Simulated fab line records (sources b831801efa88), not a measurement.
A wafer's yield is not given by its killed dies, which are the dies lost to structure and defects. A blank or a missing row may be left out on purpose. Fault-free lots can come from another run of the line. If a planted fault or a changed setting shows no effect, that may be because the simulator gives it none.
Comparing a struck lot with a sound one    flow sky130    15 out of 708 route steps
Sound: these wafers, L139.4, L139.5, L139.6. Wafers L151.2, L151.3, L151.5 were the ones struck. Last of all comes the cause.
Per side, at each step with rows, come the tool, then ch with its chambers, and then its first start. Under that, the readings that differ: sound wafers    struck wafers    difference of the means    sigmas: that difference in standard deviations of wafers without a fault.
alike: same words and numbers on both sides, and readings whose means sit less than 2 such deviations apart. not compared: any withheld reading, any reading some wafer has no value for, any bound like >300 that may hide the same value, and any number with overlapping values for which the record gives no deviation.
The two part at a step that has a row with sigmas, a row that says differs or no value, or rows on one side only. Numbers that have no deviation but don't overlap get no sigmas and don't part them. A reading that every wafer of one side lacks parts them only if that side has two wafers or more.

first, 1 step without rows for these wafers: SKY_SONOS_ONO_WET_ETCH_16 (etches SiO2 in dHF, target depth 14 nm, time 280 s).
SKY_SONOS_ONO_STRIP_17: strips in O2/N2.
  sound on plasma-asher-03 ch 0,1, day 13 13:31; struck on plasma-asher-02 ch 0,1, day 17 22:46
  alike: drypump-motor-current-A, oes-product-au, strip-time-to-endpoint-s
  not compared: rf-hours-counter-h
then, 3 steps without rows for these wafers: SKY_SONOS_ONO_WET_ETCH_18 (etches Si3N4 in H3PO4, target depth 15 nm, time 172 s); SKY_GATE_OXIDE_CLEAN_00 (cleans in SC1/SC2, time 150 s); SKY_GATE_OXIDE_OXIDATION_01 (stabilise 600 s, purge 300 s, target thk 10.268 nm).
SKY_GATE_OXIDE_THK_MEAS_02:
  sound on film-metro-03, day 13 19:17; struck on film-metro-03, day 18 01:20
  alike: GATE_OXIDE_OXIDATION_00_THK
then, 6 steps without rows for these wafers: SKY_GATE_OXIDE_DEHYDRATE_03 (time 60 s); SKY_GATE_OXIDE_HMDS_04 (prime time 60 s); SKY_GATE_OXIDE_COAT_05 (resist thk 1140 nm); SKY_GATE_OXIDE_SOFTBAKE_06 (time 60 s); SKY_GATE_OXIDE_EXPOSE_07 (exposes mask LVOM, target cd 600 nm); SKY_GATE_OXIDE_PEB_08.
SKY_GATE_OXIDE_DEVELOP_09: develop time 60 s.
  sound on litho-track-01 ch 0, day 14 19:19; struck on litho-track-03 ch 0, day 19 07:29
reading               sound              struck             difference  sigmas
developer-temp-C (C)  22.90 23.04 22.93  22.14 22.18 22.24  -0.77       -8
SKY_GATE_OXIDE_OVL_MEAS_10:
  sound on overlay-01, day 14 19:25; struck on overlay-01, day 19 07:37
  alike: GATE_OXIDE_OVL
-- a jump in the record: the struck wafers' starts before and after are 30 days apart (it breaks off in module GATE_OXIDE and resumes in module PAD_OPEN, where the first step shown is number 708 of the route) --
SKY_PAD_OPEN_PROBE_99:
  sound on prober-01, day 46 15:17; struck on prober-02, day 49 12:13
reading          sound  struck  difference  sigmas
killed_at_M4_up  2 1 1  6 3 7   +4          +2
  alike: killed_at_M0_to_M3, killed-at-contacts, killed-at-front-end, killed-at-other, killed-dies, killed-open, killed-short

WHERE THEY PART
At SKY_GATE_OXIDE_DEVELOP_09 first; at SKY_PAD_OPEN_PROBE_99 last (within this record only).

WHY: whatever the simulator had introduced
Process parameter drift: litho-track-03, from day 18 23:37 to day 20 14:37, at SKY_GATE_OXIDE_DEVELOP_09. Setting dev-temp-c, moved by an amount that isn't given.
